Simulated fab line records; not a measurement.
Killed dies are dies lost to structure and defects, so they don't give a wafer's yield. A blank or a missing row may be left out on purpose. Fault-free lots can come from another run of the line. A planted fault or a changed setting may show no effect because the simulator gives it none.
Matching of chambers | flow gf180mcu | GF_CONTACT_ETCH_16 on rie diel-01 has 4 sister chambers
The step etches BARC in N2/H2. 4 wafers are shown with their chamber, then 7 later ones without.

== WAFERS PAIRED WITH THEIR CHAMBERS ==
wafer  | chamber | drypump motor current A (A)
L645.2 | 0       | 5.0
L649.1 | 2       | 5.8
L655.1 | 1       | 6.7
L655.3 | 3       | 5.8

== WAFERS MISSING THEIR CHAMBER ==
wafer  | drypump motor current A (A)
L655.5 | 5.9
L656.1 | 6.7
L656.2 | 5.0
L656.5 | 5.8
L659.1 | 5.8
L659.2 | 5.9
L659.3 | 5.0

== CHAMBER TAKEN BY EACH ==
wafer  | from the rows above     | in truth
L655.5 | can't be placed: 2 or 3 | 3
L656.1 | 1                       | 1
L656.2 | 0                       | 0
L656.5 | can't be placed: 2 or 3 | 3
L659.1 | can't be placed: 2 or 3 | 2
L659.2 | can't be placed: 2 or 3 | 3
L659.3 | 0                       | 0
3 of 7 placed correctly. Can't be placed from these rows: 4 (the true chamber is among the candidates in 4). Number placed wrongly: 0.
How it was worked out, from the rows above alone: a wafer's distance from a chamber is the root of the sum, over the readings, of the square of ((its reading less the chamber's mean) divided by the reading's scatter). If the next closest chamber is less than 2 further off than the closest, the wafer can't be placed; otherwise it belongs to the closest. A chamber's mean is the mean of its shown wafers. The scatter: with one shown wafer a chamber, the root of the mean of the squares of how far each hidden wafer lies from its nearest shown one.
